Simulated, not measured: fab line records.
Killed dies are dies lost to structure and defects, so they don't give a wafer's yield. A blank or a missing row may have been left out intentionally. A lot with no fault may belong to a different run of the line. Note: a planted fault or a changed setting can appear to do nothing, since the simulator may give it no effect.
Which of the tools did it? :: flow sky130 :: 6 lots, 18 wafers sampled, at 2 steps of a route of 708

WHAT EACH GAUGE READ, for each wafer
SKY_METAL1_RS_MEAS_05: the measuring method here is four-point-probe.
lot: L368
measured: day 33 08:14
on: filmMetro-03
METAL1_ALCU_RS (ohm/sq): 0.1247 0.1255 0.1253

lot: L371
measured: day 34 09:01
on: filmMetro-02
METAL1_ALCU_RS (ohm/sq): 0.1278 0.1275 0.1268

lot: L376
measured: day 35 23:19
on: filmMetro-01
METAL1_ALCU_RS (ohm/sq): 0.1268 0.1263 0.1257

lot: L383
measured: day 37 18:55
on: filmMetro-03
METAL1_ALCU_RS (ohm/sq): 0.1266 0.1271 0.1254

lot: L386
measured: day 38 18:36
on: filmMetro-03
METAL1_ALCU_RS (ohm/sq): 0.1270 0.1282 0.1287

EACH LOT AND THE TOOL THAT RAN IT (in order: tool; ch and the chambers of the sampled wafers; start)
lot: L368
SKY_LI_CONTACT_CMP_24: cmp-01 ch 0,1,2, day 30 22:32

lot: L371
SKY_LI_CONTACT_CMP_24: cmp-02 ch 1,3, day 31 23:56

lot: L373
SKY_LI_CONTACT_CMP_24: cmp-01 ch 0,2,3, day 32 04:02

lot: L376
SKY_LI_CONTACT_CMP_24: cmp-01 ch 0,3, day 33 14:47

lot: L383
SKY_LI_CONTACT_CMP_24: cmp-01 ch 0,2,3, day 35 12:08

lot: L386
SKY_LI_CONTACT_CMP_24: cmp-02 ch 0,1,3, day 36 12:12
- SKY_LI_CONTACT_CMP_24: polishes, stops on PSG, t overpolish 20 s, target thk 0 nm.

THE ANSWER, worked out from the rows above alone
Rule: what is usual is taken from the lots themselves. The widest of any qualifying gaps counts: lots, ordered by their means at a reading, are off when they make up no more than a third of the lots, leave a main group of 4 or more, and stand apart from it by 3 or more times the standard deviation of that group's means. A main group is skipped when, at the precision printed for the reading in the tables above, its means are all equal. Also off: a lot with no number at a reading for which 4 or more lots have one. Any other lot the step has rows for is counted as sound.
Across all readings shown, no lot is off: no conclusion can be drawn from this.

WHAT THE SIMULATOR HAD INSERTED
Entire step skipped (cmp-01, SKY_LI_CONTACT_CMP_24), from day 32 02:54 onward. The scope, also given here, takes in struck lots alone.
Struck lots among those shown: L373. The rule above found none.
